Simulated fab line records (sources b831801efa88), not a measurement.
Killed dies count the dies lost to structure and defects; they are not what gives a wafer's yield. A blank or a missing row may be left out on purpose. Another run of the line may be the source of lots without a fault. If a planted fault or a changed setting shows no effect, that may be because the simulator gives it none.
Which tool did it? :: flow sky130 :: 12 lots with 36 wafers sampled at 5 steps, on a route of 708 steps

## WHAT THE GAUGES SHOWED, per wafer
SKY_FIELD_ISO_THK_MEAS_02.
lot: L873
measured: day 1 12:35
on: filmMetro-03
FIELD_ISO_OXIDATION_00_THK (nm): 12.43 12.45 12.58

lot: L874
measured: day 1 19:52
on: filmMetro-04
FIELD_ISO_OXIDATION_00_THK (nm): 12.04 12.02 11.99

lot: L876
measured: day 2 04:13
on: filmMetro-02
FIELD_ISO_OXIDATION_00_THK (nm): 12.15 11.95 12.02

lot: L878
measured: day 2 12:38
on: filmMetro-02
FIELD_ISO_OXIDATION_00_THK (nm): 12.19 12.16 11.98

lot: L884
measured: day 3 18:46
on: filmMetro-03
FIELD_ISO_OXIDATION_00_THK (nm): 12.16 12.05 12.02

lot: L885
measured: day 4 00:49
on: filmMetro-02
FIELD_ISO_OXIDATION_00_THK (nm): 12.35 12.21 12.31

lot: L889
measured: day 4 20:52
on: filmMetro-04
FIELD_ISO_OXIDATION_00_THK (nm): 11.95 11.92 11.95

lot: L891
measured: day 5 06:11
on: filmMetro-02
FIELD_ISO_OXIDATION_00_THK (nm): 12.42 12.40 12.21

lot: L893
measured: day 5 15:39
on: filmMetro-03
FIELD_ISO_OXIDATION_00_THK (nm): 11.92 11.95 12.01

lot: L894
measured: day 5 20:53
on: filmMetro-04
FIELD_ISO_OXIDATION_00_THK (nm): 12.25 11.98 12.21

lot: L895
measured: day 6 01:50
on: filmMetro-04
FIELD_ISO_OXIDATION_00_THK (nm): 12.07 12.10 12.03

lot: L896
measured: day 6 06:38
on: filmMetro-03
FIELD_ISO_OXIDATION_00_THK (nm): 12.46 12.45 12.47

SKY_FIELD_ISO_CD_MEAS_13 targets a cd of 150 nm.
lot: L873
measured: day 2 07:16
on: cdSem-02
cdNm (nm): 149.2 148.2 149.6

lot: L874
measured: day 2 14:02
on: cdSem-02
cdNm (nm): 149.6 152.2 151.4

lot: L876
measured: day 2 21:28
on: cdSem-01
cdNm (nm): 147.9 148.0 149.3

lot: L878
measured: day 3 06:44
on: cdSem-01
cdNm (nm): 150.0 150.9 151.0

lot: L884
measured: day 4 14:44
on: cdSem-02
cdNm (nm): 151.1 150.2 149.2

lot: L885
measured: day 4 21:01
on: cdSem-01
cdNm (nm): 150.8 150.5 148.0

lot: L889
measured: day 5 19:10
on: cdSem-01
cdNm (nm): 150.2 148.9 150.2

lot: L891
measured: day 6 03:34
on: cdSem-01
cdNm (nm): 151.0 151.2 152.8

lot: L893
measured: day 6 12:54
on: cdSem-01
cdNm (nm): 152.2 151.6 151.5

lot: L894
measured: day 6 19:31
on: cdSem-01
cdNm (nm): 150.3 151.5 150.9

lot: L895
measured: day 7 00:58
on: cdSem-01
cdNm (nm): 152.2 152.1 151.6

lot: L896
measured: day 7 06:58
on: cdSem-02
cdNm (nm): 149.8 150.4 150.6

SKY_NWELL_TW_MEAS_26.
lot: L873
measured: day 5 13:40
on: filmMetro-03
NWELL_2_TW: 489 490 490

lot: L874
measured: day 6 00:25
on: filmMetro-02
NWELL_2_TW: 507 507 508

lot: L876
measured: day 6 11:27
on: filmMetro-01
NWELL_2_TW: 492 489 494

lot: L878
measured: day 6 19:50
on: filmMetro-03
NWELL_2_TW: 490 488 491

lot: L884
measured: day 8 08:33
on: filmMetro-02
NWELL_2_TW: 827 825 825 825 826 823

lot: L885
measured: day 8 14:50
on: filmMetro-02
NWELL_2_TW: 823 825 823 823 824 825

lot: L889
measured: day 9 17:07
on: filmMetro-02
NWELL_2_TW: 506 506 508

lot: L891
measured: day 10 00:32
on: filmMetro-01
NWELL_2_TW: 493 492 494

lot: L893
measured: day 10 13:49
on: filmMetro-03
NWELL_2_TW: 495 495 492

lot: L894
measured: day 11 03:15
on: filmMetro-03
NWELL_2_TW: 494 491 492

lot: L895
measured: day 11 04:10
on: filmMetro-02
NWELL_2_TW: 510 509 510

lot: L896
measured: day 11 10:20
on: filmMetro-01
NWELL_2_TW: 491 488 489

## EACH LOT AND THE TOOL THAT RAN IT (in order: tool; ch and the chambers of the sampled wafers; start)
lot: L873
SKY_FIELD_ISO_ETCH_15: rieDiel-04 ch 0,1,3, day 2 07:25
SKY_NWELL_IMPLANT_24: implanter-03 ch 0, day 5 13:26

lot: L874
SKY_FIELD_ISO_ETCH_15: rieDiel-02 ch 0,1, day 2 14:10
SKY_NWELL_IMPLANT_24: implanter-02 ch 0, day 6 00:12

lot: L876
SKY_FIELD_ISO_ETCH_15: rieDiel-03 ch 0,3, day 2 21:38
SKY_NWELL_IMPLANT_24: implanter-02 ch 0, day 6 11:12

lot: L878
SKY_FIELD_ISO_ETCH_15: rieDiel-02 ch 0,1, day 3 06:53
SKY_NWELL_IMPLANT_24: implanter-03 ch 0, day 6 19:36

lot: L884
SKY_FIELD_ISO_ETCH_15: rieDiel-04 ch 0,1,2, day 4 14:55
SKY_NWELL_IMPLANT_24: implanter-03 ch 0, day 8 08:18

lot: L885
SKY_FIELD_ISO_ETCH_15: rieDiel-03 ch 1,3, day 4 21:12
SKY_NWELL_IMPLANT_24: implanter-03 ch 0, day 8 14:35

lot: L889
SKY_FIELD_ISO_ETCH_15: rieDiel-02 ch 0,2,3, day 5 19:16
SKY_NWELL_IMPLANT_24: implanter-04 ch 0, day 9 16:54

lot: L891
SKY_FIELD_ISO_ETCH_15: rieDiel-02 ch 1,2, day 6 03:40
SKY_NWELL_IMPLANT_24: implanter-02 ch 0, day 10 00:20

lot: L893
SKY_FIELD_ISO_ETCH_15: rieDiel-04 ch 0,2, day 6 13:01
SKY_NWELL_IMPLANT_24: implanter-04 ch 0, day 10 13:36

lot: L894
SKY_FIELD_ISO_ETCH_15: rieDiel-02 ch 0,1,2, day 6 19:40
SKY_NWELL_IMPLANT_24: implanter-04 ch 0, day 11 03:00

lot: L895
SKY_FIELD_ISO_ETCH_15: rieDiel-03 ch 0,2,3, day 7 01:07
SKY_NWELL_IMPLANT_24: implanter-03 ch 0, day 11 03:56

lot: L896
SKY_FIELD_ISO_ETCH_15: rieDiel-03 ch 0,1,3, day 7 07:07
SKY_NWELL_IMPLANT_24: implanter-04 ch 0, day 11 10:06
- SKY_FIELD_ISO_ETCH_15: etches the open film in CHF3/O2, stops on Si, target depth 180 nm, time 72 s.
- SKY_NWELL_IMPLANT_24

## AS READ BY THE TOOLS THEMSELVES (means over the sampled wafers that have a number; for cases with no such wafer, the mark the record gives instead)
SKY_FIELD_ISO_ETCH_15.
lot: L873
tool: rieDiel-04
drypumpMotorCurrentA (A): 5.8
oesProductAu (a.u.): 0.939
throttleValvePct (%): 8.835

lot: L874
tool: rieDiel-02
drypumpMotorCurrentA (A): 5.4
oesProductAu (a.u.): 0.947
throttleValvePct (%): 8.845

lot: L876
tool: rieDiel-03
drypumpMotorCurrentA (A): 6.2
oesProductAu (a.u.): 0.946
throttleValvePct (%): 8.841

lot: L878
tool: rieDiel-02
drypumpMotorCurrentA (A): 5.4
oesProductAu (a.u.): 0.951
throttleValvePct (%): 8.836

lot: L884
tool: rieDiel-04
drypumpMotorCurrentA (A): 5.5
oesProductAu (a.u.): 0.955
throttleValvePct (%): 8.854

lot: L885
tool: rieDiel-03
drypumpMotorCurrentA (A): 5.5
oesProductAu (a.u.): 0.940
throttleValvePct (%): 8.842

lot: L889
tool: rieDiel-02
drypumpMotorCurrentA (A): 5.9
oesProductAu (a.u.): 0.937
throttleValvePct (%): 8.832

lot: L891
tool: rieDiel-02
drypumpMotorCurrentA (A): 6.2
oesProductAu (a.u.): 0.944
throttleValvePct (%): 8.841

lot: L893
tool: rieDiel-04
drypumpMotorCurrentA (A): 5.4
oesProductAu (a.u.): 0.948
throttleValvePct (%): 8.844

lot: L894
tool: rieDiel-02
drypumpMotorCurrentA (A): 5.7
oesProductAu (a.u.): 0.945
throttleValvePct (%): 8.840

lot: L895
tool: rieDiel-03
drypumpMotorCurrentA (A): 5.8
oesProductAu (a.u.): 0.949
throttleValvePct (%): 8.848

lot: L896
tool: rieDiel-03
drypumpMotorCurrentA (A): 6.0
oesProductAu (a.u.): 0.945
throttleValvePct (%): 8.841

SKY_NWELL_IMPLANT_24.
lot: L873
tool: implanter-03
beamEnergyKeV: 139.97
doseIonsCm2: 9.193e+12
faradayCurrentUA: 51.6

lot: L874
tool: implanter-02
beamEnergyKeV: 140.05
doseIonsCm2: 9.196e+12
faradayCurrentUA: 52.0

lot: L876
tool: implanter-02
beamEnergyKeV: 140.03
doseIonsCm2: 9.198e+12
faradayCurrentUA: 52.9

lot: L878
tool: implanter-03
beamEnergyKeV: 139.97
doseIonsCm2: 9.197e+12
faradayCurrentUA: 52.1

lot: L884
tool: implanter-03
beamEnergyKeV: 140.00
doseIonsCm2: 4.564e+13
faradayCurrentUA: 256.5

lot: L885
tool: implanter-03
beamEnergyKeV: 139.97
doseIonsCm2: 4.565e+13
faradayCurrentUA: 254.8

lot: L889
tool: implanter-04
beamEnergyKeV: 140.05
doseIonsCm2: 9.184e+12
faradayCurrentUA: 51.6

lot: L891
tool: implanter-02
beamEnergyKeV: 140.03
doseIonsCm2: 9.193e+12
faradayCurrentUA: 52.2

lot: L893
tool: implanter-04
beamEnergyKeV: 140.03
doseIonsCm2: 9.201e+12
faradayCurrentUA: 51.6

lot: L894
tool: implanter-04
beamEnergyKeV: 140.02
doseIonsCm2: 9.212e+12
faradayCurrentUA: 51.5

lot: L895
tool: implanter-03
beamEnergyKeV: 139.99
doseIonsCm2: 9.198e+12
faradayCurrentUA: 51.8

lot: L896
tool: implanter-04
beamEnergyKeV: 139.94
doseIonsCm2: 9.205e+12
faradayCurrentUA: 52.1

## THE ANSWER, worked out from the rows above alone
Rule: what is usual is taken from the lots themselves. The widest of any qualifying gaps counts: lots, ordered by their means at a reading, are off when they make up no more than a third of the lots, leave a main group of 4 or more, and stand apart from it by 3 or more times the standard deviation of that group's means. A main group is skipped when, at the precision printed for the reading in the tables above, its means are all equal. Also off: a lot with no number at a reading for which 4 or more lots have one. Where the step has rows for the other lots, those lots are counted as sound. The gauges are gone through in route order, then the tools' own readings, and for those a lot's mean is taken as printed above. The first step at which some lot is off is used, and at that step the reading that is off furthest; a lot without a number counts as furthest.
Off: L884, L885, seen at SKY_NWELL_TW_MEAS_26 (NWELL_2_TW). Mean 496 and standard deviation 7.7 in the main group.
A tool fits if, at a process step before that reading, it ran every lot that is off, and no sound lot after the first of them. Not tried: the gauges at SKY_NWELL_TW_MEAS_26; whatever is off there is also off at SKY_NWELL_IMPLANT_24, on other tools, and gauge error can't account for it. None of those tried fits.

## WHAT THE SIMULATOR PUT IN
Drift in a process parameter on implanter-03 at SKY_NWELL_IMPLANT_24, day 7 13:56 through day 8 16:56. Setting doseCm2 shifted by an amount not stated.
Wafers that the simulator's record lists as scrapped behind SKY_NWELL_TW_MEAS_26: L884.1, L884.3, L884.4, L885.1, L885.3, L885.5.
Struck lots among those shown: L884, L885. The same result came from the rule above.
